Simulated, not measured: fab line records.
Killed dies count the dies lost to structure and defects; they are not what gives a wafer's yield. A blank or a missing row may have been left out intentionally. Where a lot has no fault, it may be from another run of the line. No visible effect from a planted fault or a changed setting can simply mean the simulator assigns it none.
One fault seen from 2 desks :: flow gf180mcu :: only its own numbers are on each desk; what lay behind them is given at the end

AT THE TOOL OWNER'S DESK: pvdSputter-01
At GF_SALICIDE_SPUTTER_03 (material TiN, target thk 20 nm, time 16.7 s) the tool's own readings: per lot run on this tool, the mean of the sampled wafers that have a number. A lot is out of limits, marked OUT, if its mean lies more than 4 standard deviations from the usual mean; the brackets give that distance.
Columns: A = cathodeDcPowerW at GF_SALICIDE_SPUTTER_03, usual 6500.0 W; B = throttleValvePct at GF_SALICIDE_SPUTTER_03, usual 29.8 %
lot: L668
first seen here: day 16 02:23
A: 6500.0
B: 29.6

lot: L673
first seen here: day 17 13:29
A: 6499.9
B: 29.2

lot: L675
first seen here: day 18 07:42
A: 6501.6
B: 29.0

lot: L676
first seen here: day 18 17:10
A: 6499.2
B: 28.1

lot: L678
first seen here: day 19 13:29
A: 6499.9
B: 29.1

lot: L682
first seen here: day 22 05:54
A: 6499.3
B: 29.3

lot: L687
first seen here: day 23 14:04
A: 6499.1
B: 30.0
This desk's verdict: no lot among the 7 shows anything out of limits.

FROM THE METROLOGY DESK
What the gauges read, lot by lot, whatever tool the lot ran on: means of the sampled wafers that have a number. A lot is out of limits, marked OUT, if its mean lies more than 4 standard deviations from the usual mean; the brackets give that distance.
Columns: A = cdNm at GF_PSD_CD_MEAS_07, usual 400.7 nm; B = PSD_OVL at GF_PSD_OVL_MEAS_08, usual 1.4 nm; C = SALICIDE_TIN_THK at GF_SALICIDE_THK_MEAS_05, usual 19.91 nm
lot: L667
first seen here: day 14 20:25
A: 397.2
B: -0.1
C: 19.73

lot: L668
first seen here: day 15 03:52
A: 399.2
B: 2.5
C: 19.75

lot: L673
first seen here: day 16 13:34
A: 402.3
B: 2.9
C: 19.78

lot: L675
first seen here: day 17 07:27
A: 403.6
B: 2.0
C: 20.70

lot: L676
first seen here: day 17 16:46
A: 404.2
B: 0.5
C: 20.45

lot: L678
first seen here: day 18 12:46
A: 404.1
B: 1.1
C: 20.77

lot: L679
first seen here: day 19 02:48
A: 399.2
B: 4.1
C: 19.90

lot: L680
first seen here: day 19 22:20
A: 401.9
B: 1.7
C: 19.91

lot: L682
first seen here: day 21 05:10
A: 397.1
B: -0.2
C: 19.83

lot: L684
first seen here: day 21 21:21
A: 403.3
B: 2.6
C: 19.82

lot: L685
first seen here: day 22 05:54
A: 401.2
B: 1.4
C: 19.97

lot: L687
first seen here: day 22 14:20
A: 402.4
B: 2.0
C: 19.50

lot: L688
first seen here: day 22 15:29
A: 396.1
B: 2.0
C: 20.08

lot: L686
first seen here: day 22 16:44
A: 400.7
B: 1.3
C: 19.80
This desk's verdict: no lot among the 14 shows anything out of limits.

ALL TOGETHER
The tool owner's desk saw nothing out of limits.
At the metrology desk, nothing out of limits was observed.

WHAT HAD BEEN PUT IN BY THE SIMULATOR
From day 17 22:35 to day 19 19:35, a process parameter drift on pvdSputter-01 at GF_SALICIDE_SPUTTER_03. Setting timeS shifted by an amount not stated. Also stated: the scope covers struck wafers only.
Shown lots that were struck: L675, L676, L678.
